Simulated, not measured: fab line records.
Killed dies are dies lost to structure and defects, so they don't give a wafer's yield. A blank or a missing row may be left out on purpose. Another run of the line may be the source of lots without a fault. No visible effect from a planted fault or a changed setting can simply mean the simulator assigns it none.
fab line records | flow gf180mcu
record lots=13 wafers=39 lastDay=34
route steps=602 shown V1@358 M2@366 V2@391
lots untouched by any fault: they come from a run of this same line in which no faults occurred
startH: the number of hours between the record's first day and the start of the first shown wafer of the lot | waitH: hours since the lot's step before | " same as the row above | L1.1+2: a single row standing in for several wafers | - value missing, or start not given | * or withheld: withheld | < > ~ a bound
route shown NAME@n: NAME is a module with steps in the file, n the number in the route of the first one | usual: mean/standard deviation of fault-free wafers | same: alike in all rows | chamber/n: place in a boat | sites: each site's reading | _std_site: standard deviation of those values | _edge_site: inner sites' mean taken away from outer sites' mean | radiusMm: for every site, how far away it sits from the centre of the wafer | mask NAME#n: copy n | behind: the last tool/chamber to shape the wafer | hold: what put the lot on hold/how long, in hours/how the hold closed | device: the n, p or np transistor that did not switch | end of line: the same wafers' tests at the end of the route | a step given without rows: its recipe and nothing more | killed: not the wafer's yield, but the dies lost to structure and defects at the first sort | map: a wafer's dies, marking killed ones x, the rest . and places with no die _
set.NAME: the setting the step ran with; set.NAME@STEP: the setting that earlier step ran with | model.NAME: the simulator's own value behind a step, which no gauge read
a sample of lots followed through the steps of the route, with each step as a table and each wafer as a row
services: when a tool's chamber went out of use (startH, in hours from the record's first day, below 0 if earlier), for how many hours, and the reason
## steps
# step GF_V1_CVD_23
# recipe material=W targetThkNm=350 timeS=105.05 tempC=400 pressureTorr=40
# usual heaterPowerW=928/81
# columns lot.wafer tool chamber startH waitH heaterPowerW
L352.2 cvdW-01 1 427.32 0.0 867
L352.5 " 0 " " 1017
L352.6 " 1 " " 869
L353.1 cvdW-01 0 439.27 0.0 1019
L353.3 " 1 " " 884
L353.5 " 1 " " 847
L354.2 cvdW-01 0 447.27 0.0 1030
L354.3 " 0 " " 1054
L354.5 " 1 " " 875
L355.1 cvdW-01 0 459.61 0.0 1022
L355.2 " 1 " " 857
L355.5 " 1 " " 867
L356.2 cvdW-01 0 467.28 0.0 1032
L356.5 " 0 " " 1034
L356.6 " 1 " " 879
L359.1 cvdW-01 0 490.87 0.0 1023
L359.2 " 1 " " 882
L359.3 " 1 " " 864
L365.1 cvdW-01 0 542.33 0.0 1016
L365.3 " 1 " " 879
L365.4 " 0 " " 1014
L366.1 cvdW-02 0 546.86 0.0 795
L366.2 " 1 " " 869
L366.4 " 1 " " 863
L368.3 cvdW-01 0 567.97 0.1 1043
L368.4 " 1 " " 886
L368.5 " 1 " " 859
L369.3 cvdW-01 1 572.02 0.1 893
L369.4 " 0 " " 1031
L369.6 " 1 " " 873
L370.1 cvdW-01 1 594.73 0.0 869
L370.5 " 1 " " 873
L370.6 " 1 " " 857
L372.1 cvdW-01 1 595.29 0.0 871
L372.2 " 1 " " 870
L372.4 " 1 " " 868
L373.3 cvdW-01 1 603.92 0.1 879
L373.4 " 0 " " 1045
L373.6 " 0 " " 1008
# step GF_M2_SPUTTER_04
# recipe material=TiN targetThkNm=50 powerW=6500 timeS=41.7 chamberPressurePa=0.4
# usual throttleValvePct=29.4/0.97
# columns lot.wafer tool chamber startH waitH throttleValvePct
L352.2 pvdSputter-03 - 428.10 0.0 30.4
L352.5 " - " " 28.4
L352.6 " - " " 29.4
L353.1 pvdSputter-01 - 440.04 0.0 30.7
L353.3 " - " " 30.2
L353.5 " - " " 29.9
L354.2 pvdSputter-01 - 448.04 0.0 30.8
L354.3 " - " " 30.2
L354.5 " - " " 30.7
L355.1 pvdSputter-03 - 460.38 0.0 28.8
L355.2 " - " " 30.6
L355.5 " - " " 30.5
L356.2 pvdSputter-01 - 468.06 0.0 30.5
L356.5 " - " " 30.1
L356.6 " - " " 29.1
L359.1 pvdSputter-03 - 491.64 0.0 29.1
L359.2 " - " " 28.4
L359.3 " - " " 30.4
L365.1 pvdSputter-04 - 543.11 0.0 28.1
L365.3 " - " " 31.3
L365.4 " - " " 29.9
L366.1 pvdSputter-04 - 547.64 0.0 28.2
L366.2 " - " " 31.4
L366.4 " - " " 30.1
L368.3 pvdSputter-03 - 568.71 0.0 30.7
L368.4 " - " " 28.7
L368.5 " - " " 30.6
L369.3 pvdSputter-03 - 572.76 0.0 30.6
L369.4 " - " " 28.7
L369.6 " - " " 28.7
L370.1 pvdSputter-03 - 595.62 0.0 28.9
L370.5 " - " " 28.7
L370.6 " - " " 30.6
L372.1 pvdSputter-04 - 596.22 0.0 28.3
L372.2 " - " " 30.1
L372.4 " - " " 31.6
L373.3 pvdSputter-01 - 604.66 0.0 30.3
L373.4 " - " " 28.7
L373.6 " - " " 28.7
# step GF_V2_COAT_09
# recipe resist=KrF spinRpm=withheld resistThkNm=1000
# columns lot.wafer tool chamber startH waitH
L352.2+5+6 lithoTrack-02 0 465 -
L353.1+3+5 lithoTrack-04 0 477 -
L354.2+3+5 lithoTrack-02 0 485 -
L355.1+2+5 lithoTrack-02 0 497 -
L356.2+5+6 lithoTrack-02 0 504 -
L359.1+2+3 lithoTrack-03 0 527 -
L365.1+3+4 lithoTrack-04 0 577 -
L366.1+2+4 lithoTrack-03 0 581 -
L368.3+4+5 lithoTrack-02 0 602 -
L369.3+4+6 lithoTrack-03 0 605 -
L370.1+5+6 lithoTrack-04 0 626 -
L372.1+2+4 lithoTrack-03 0 628 -
L373.3+4+6 lithoTrack-03 0 637 -
# step GF_V2_OVL_MEAS_15
# usual V2_OVL=3/5.7
# columns lot.wafer tool chamber startH waitH V2_OVL[nm]
L352.2 overlay-01 - 478.13 0.1 9
L352.5 " - " " 6
L352.6 " - " " 3
L353.1 overlay-02 - 489.68 0.1 0
L353.3 " - " " 1
L353.5 " - " " 8
L354.2 overlay-01 - 497.78 0.1 6
L354.3 " - " " 3
L354.5 " - " " 11
L355.1 overlay-01 - 509.67 0.1 5
L355.2 " - " " 10
L355.5 " - " " 3
L356.2 overlay-01 - 515.99 0.1 2
L356.5 " - " " -2
L356.6 " - " " -1
L359.1 overlay-01 - 538.97 0.1 3
L359.2 " - " " 3
L359.3 " - " " 5
L365.1 overlay-02 - 589.28 0.1 5
L365.3 " - " " 9
L365.4 " - " " 0
L366.1 overlay-02 - 593.29 0.1 -4
L366.2 " - " " 9
L366.4 " - " " 8
L368.3 overlay-02 - 612.59 0.1 5
L368.4 " - " " 14
L368.5 " - " " -1
L369.3 overlay-01 - 616.24 0.1 1
L369.4 " - " " -2
L369.6 " - " " -7
L370.1 overlay-02 - 637.93 0.1 0
L370.5 " - " " -1
L370.6 " - " " 2
L372.1 overlay-02 - 639.37 0.1 7
L372.2 " - " " 3
L372.4 " - " " 6
L373.3 overlay-02 - 647.59 0.1 2
L373.4 " - " " 10
L373.6 " - " " 15
# step GF_V2_STRIP_18
# recipe chemistry=O2/N2 powerW=1400 pressureMtorr=1500 platenTempC=250 o2FlowSccm=3000 n2FlowSccm=300 overashFraction=0.5
# usual drypumpMotorCurrentA=5.6/0.53 heaterPowerW=344/29 oesProductAu=0.592/0.0052
# columns lot.wafer tool chamber startH waitH drypumpMotorCurrentA heaterPowerW oesProductAu rfHoursCounterH
L352.2 plasmaAsher-04 1 478.29 - 5.3 302 0.599 88
L352.5 " 1 " " 5.3 292 0.594 -
L352.6 " 0 " " 6.6 328 0.596 -
L353.1 plasmaAsher-01 0 489.85 - 5.0 324 0.592 66
L353.3 " 1 " " 6.1 343 0.585 -
L353.5 " 0 " " 5.0 335 0.587 -
L354.2 plasmaAsher-04 0 497.94 - 6.5 335 0.588 90
L354.3 " 1 " " 5.3 310 0.595 -
L354.5 " 0 " " 6.5 326 0.602 -
L355.1 plasmaAsher-01 1 509.84 - 6.1 357 0.581 68
L355.2 " 0 " " 5.0 331 0.591 68
L355.5 " 0 " " 5.0 328 0.591 -
L356.2 plasmaAsher-01 0 516.15 - 5.0 330 0.589 69
L356.5 " 1 " " 6.1 351 0.591 -
L356.6 " 0 " " 5.0 327 0.590 -
L359.1 plasmaAsher-04 1 539.14 - 5.2 296 0.602 95
L359.2 " 0 " " 6.5 327 0.592 95
L359.3 " 1 " " 5.2 294 0.592 -
L365.1 plasmaAsher-01 1 589.45 - 6.1 351 0.573 76
L365.3 " 0 " " 5.0 319 0.580 -
L365.4 " 1 " " 6.1 364 0.577 -
L366.1 plasmaAsher-03 1 593.46 - 5.7 378 0.599 51
L366.2 " 0 " " 5.3 388 0.591 51
L366.4 " 0 " " 5.3 404 0.599 -
L368.3 plasmaAsher-03 1 612.77 - 5.7 370 0.596 -
L368.4 " 0 " " 5.3 382 0.598 -
L368.5 " 0 " " 5.3 399 0.592 -
L369.3 plasmaAsher-01 0 616.43 - 5.0 330 0.591 -
L369.4 " 1 " " 6.1 347 0.589 -
L369.6 " 0 " " 5.0 327 0.596 -
L370.1 plasmaAsher-04 1 638.10 - 5.2 308 0.595 105
L370.5 " 1 " " 5.2 298 0.600 -
L370.6 " 0 " " 6.6 333 0.590 -
L372.1 plasmaAsher-01 1 639.54 - 6.0 349 0.589 81
L372.2 " 0 " " 5.0 328 0.591 81
L372.4 " 0 " " 5.0 323 0.598 -
L373.3 plasmaAsher-03 1 647.78 - 5.7 370 0.585 -
L373.4 " 0 " " 5.3 392 0.591 -
L373.6 " 0 " " 5.2 397 0.594 -
## services
# columns tool chamber startH hours kind
cvdW-02 0 404.00 - clean
cvdW-02 1 404.00 - clean
pvdSputter-01 - 427.50 3.6 repair
pvdSputter-01 3 433.55 - consumableReplace:kit
pvdSputter-01 3 433.55 18.0 scheduledDown
pvdSputter-01 3 433.55 18.0 ventCycle
pvdSputter-04 - 442.16 6.1 repair
plasmaAsher-04 - 452.62 2.9 repair
pvdSputter-04 - 465.39 3.2 repair
pvdSputter-04 - 473.15 0.6 repair
cvdW-02 1 491.27 2.4 repair
pvdSputter-03 3 534.15 - consumableReplace:kit
pvdSputter-03 3 534.15 18.0 scheduledDown
pvdSputter-03 3 534.15 18.0 ventCycle
plasmaAsher-04 - 572.04 1.2 repair
pvdSputter-01 2 579.68 - consumableReplace:kit
pvdSputter-01 2 579.68 18.0 scheduledDown
pvdSputter-01 2 579.68 18.0 ventCycle
plasmaAsher-03 - 589.12 0.8 repair
cvdW-01 0 593.21 6.5 repair
plasmaAsher-03 - 628.80 9.9 pm
## key
firstSign step=GF_V2_STRIP_18 reading=oesProductAu direction=down sigmas=2.9 usual=0.592 struck=0.577
effect none on later readings
metAt GF_V2_COAT_09
struckLots L365
notActingAt GF_V1_CVD_23,GF_M2_SPUTTER_04,GF_V2_OVL_MEAS_15
onsetBetween 477 577
fault kind=processParameterDrift tool=lithoTrack-04 chamber=- onsetH=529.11 steps=GF_V2_COAT_09 channel=resistThkNm offset=* shape=step endH=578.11 actsIn=* stated=*
